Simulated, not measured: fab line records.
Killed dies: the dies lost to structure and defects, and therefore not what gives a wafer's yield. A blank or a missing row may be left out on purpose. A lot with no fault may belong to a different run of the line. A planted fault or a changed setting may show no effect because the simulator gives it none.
2 desks looking at one fault	flow sky130	each desk has only its own numbers; what lay behind them comes last

AT THE METROLOGY DESK
What the gauges read for every lot (on any tool): the sampled wafers with a number, averaged. Any lot whose mean is over 4 standard deviations away from the usual mean is out of limits and marked OUT; that distance is given in the brackets.
Columns: A = LDD_LDN_OVL at SKY_LDD_LDN_OVL_MEAS_07, usual 0.1 nm
lot	first seen here	A
L770	day 22 21:17	0.4
L773	day 24 08:14	0.5
L774	day 24 08:43	-0.2
L779	day 26 11:43	-0.4
L781	day 27 06:26	-0.3
L782	day 27 20:05	0.6
L784	day 28 13:06	1.1
L786	day 28 21:48	-1.1
L785	day 28 22:07	2.6
L789	day 29 14:38	-1.1
L793	day 30 19:18	0.2
L792	day 30 20:04	-1.7
This desk's verdict: no lot among the 12 shows anything out of limits.

FOR THE TOOL OWNER'S DESK: litho track-03
The tool's own readings at SKY_SD_P_DEVELOP_06 (develop time 60 s): means of the sampled wafers that have a number, for each lot that ran on this tool. Any lot whose mean is over 4 standard deviations away from the usual mean is out of limits and marked OUT; that distance is given in the brackets.
Columns: A = chill plate temp C at SKY_SD_P_DEVELOP_06, usual 22.97 C; B = developer temp C at SKY_SD_P_DEVELOP_06, usual 23.00 C; C = exhaust pa at SKY_SD_P_DEVELOP_06, usual 45.2 Pa
lot	first seen here	A	B	C
L770	day 25 09:52	22.85	23.07	46.4
L773	day 26 21:19	23.05	23.04	45.9
L774	day 26 23:25	22.98	23.16	46.1
L781	day 29 17:22	22.97	20.81 (-23) OUT	45.8
L784	day 31 00:34	22.93	20.66 (-25) OUT	43.7
L792	day 33 05:55	22.94	23.08	43.7
This desk finds L781, L784 out of limits, L781 being first, at day 29 17:22 (developer temp C at SKY_SD_P_DEVELOP_06). L770, L773, L774, L792: within limits.

BROUGHT TOGETHER
An alarm could have come from the tool owner's desk at day 29 17:22, on L781, L784.
The metrology desk saw nothing out of limits.
The metrology desk has L781, L784 on record, within its limits.
SKY_SD_P_DEVELOP_06 was run on litho track-03 by each of the lots named.

WHAT HAD BEEN PUT IN BY THE SIMULATOR
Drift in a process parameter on litho track-03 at SKY_SD_P_DEVELOP_06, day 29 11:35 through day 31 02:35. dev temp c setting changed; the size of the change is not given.
Struck lots among those shown: L781, L784.
Each desk's first reading out of limits, in hours after the fault started: the tool owner's desk, 6.
